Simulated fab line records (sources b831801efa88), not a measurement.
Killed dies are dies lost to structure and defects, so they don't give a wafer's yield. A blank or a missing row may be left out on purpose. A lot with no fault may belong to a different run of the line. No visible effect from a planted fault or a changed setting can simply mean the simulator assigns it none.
What tool caused it? | flow sfq line | 7 lots with 21 wafers sampled at 2 steps, on a route of 325 steps

== WHAT THE GAUGES READ, wafer by wafer ==
SFQ_M0_RS_MEAS_904: a four-point-probe measurement.
lot  | measured     | on            | M0_NB_RS (ohm/sq)
L809 | day 7 22:53  | film metro-03 | 0.888 0.891 0.894
L817 | day 10 21:32 | film metro-01 | 0.527 0.870 0.524
L819 | day 11 08:21 | film metro-01 | 0.532 0.901 0.528
L823 | day 12 09:37 | film metro-01 | 0.877 0.888 0.881
L825 | day 13 01:01 | film metro-01 | 0.902 0.881 0.875
L828 | day 13 23:37 | film metro-01 | 0.887 0.873 0.878
L830 | day 14 22:55 | film metro-04 | 0.885 0.880 0.880

== WHICH TOOL RAN EACH LOT (tool, then ch and the chambers of the sampled wafers, then the start) ==
lot  | SFQ_TRILAYER_M0_DEP_SPUTTER_019
L809 | pvd sputter-04, day 7 22:47
L817 | pvd sputter-06, day 10 21:24
L819 | pvd sputter-06, day 11 08:13
L823 | pvd sputter-05, day 12 09:32
L825 | pvd sputter-05, day 13 00:56
L828 | pvd sputter-06, day 13 23:31
L830 | pvd sputter-06, day 14 22:49
- SFQ_TRILAYER_M0_DEP_SPUTTER_019: material Nb, target thk 200 nm, time 133.3 s.

== THE ANSWER, worked out from the rows above alone ==
Rule: what is usual is taken from the lots themselves. The widest of any qualifying gaps counts: lots, ordered by their means at a reading, are off when they make up no more than a third of the lots, leave a main group of 4 or more, and stand apart from it by 3 or more times the standard deviation of that group's means. The tables above print the reading to a certain number of digits; a main group whose means all agree to those digits is not used. A lot without any number at a reading at which 4 lots or more have one is off too. Where the step has rows for the other lots, those lots are counted as sound.
Off: at SFQ_M0_RS_MEAS_904 (M0_NB_RS), L817, L819. The main group has a mean of 0.884 ohm/sq with a standard deviation of 0.0041.
If a tool, at a process step before that reading, ran all the lots that are off and no sound lot after the first of them, it fits. Those tools and the gauges at SFQ_M0_RS_MEAS_904 are tried in the same way. Not one of the candidates tried fits.

== WHAT THE SIMULATOR HAD PUT IN ==
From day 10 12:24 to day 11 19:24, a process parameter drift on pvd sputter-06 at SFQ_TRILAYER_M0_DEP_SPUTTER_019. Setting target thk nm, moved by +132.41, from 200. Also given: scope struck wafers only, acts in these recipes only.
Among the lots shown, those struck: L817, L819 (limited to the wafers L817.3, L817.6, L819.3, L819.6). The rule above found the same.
